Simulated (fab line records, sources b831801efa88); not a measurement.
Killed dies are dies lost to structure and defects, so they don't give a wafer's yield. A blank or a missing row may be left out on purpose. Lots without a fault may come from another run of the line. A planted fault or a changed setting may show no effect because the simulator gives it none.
Which tool did it? | flow gf180mcu | 11 lots, 33 wafers sampled, at 1 step of a route of 602

WHAT THE GAUGES READ, wafer by wafer
GF_V4_THK_MEAS_03.
lot  | measured     | on            | V4_CVD_02_THK (nm)
L178 | day 23 17:05 | film_metro-04 | 848 881 878
L179 | day 24 00:27 | film_metro-03 | 854 856 841
L180 | day 24 02:43 | film_metro-03 | 839 843 867
L186 | day 26 07:13 | film_metro-02 | 839 846 847
L193 | day 28 12:14 | film_metro-04 | 840 841 848
L194 | day 28 15:25 | film_metro-03 | 850 875 862
L195 | day 28 20:41 | film_metro-04 | 839 844 852
L198 | day 29 16:46 | film_metro-04 | 837 849 870
L199 | day 29 23:14 | film_metro-04 | 838 846 853
L200 | day 30 06:26 | film_metro-02 | 841 871 852
L201 | day 30 13:26 | film_metro-04 | 838 867 844

WHICH TOOL RAN EACH LOT (tool, then ch and the chambers of the sampled wafers, then the start)
The record holds no process step before these readings.

THE ANSWER, worked out from the rows above alone
Rule: what is usual is taken from the lots themselves. Put in order of their means at a reading, lots are off if they are a third of the lots or fewer, leave a main group of 4 or more, and stand apart from it by a gap of 3 or more times the standard deviation of the main group's means; of several such gaps the widest counts. A main group whose means are all the same, to the digits that the tables above print for the reading, isn't used. A lot without any number at a reading at which 4 lots or more have one is off too. The other lots that the step has rows for count as sound.
No lot is off at any reading shown: from this, nothing can be told.

WHAT THE SIMULATOR HAD PUT IN
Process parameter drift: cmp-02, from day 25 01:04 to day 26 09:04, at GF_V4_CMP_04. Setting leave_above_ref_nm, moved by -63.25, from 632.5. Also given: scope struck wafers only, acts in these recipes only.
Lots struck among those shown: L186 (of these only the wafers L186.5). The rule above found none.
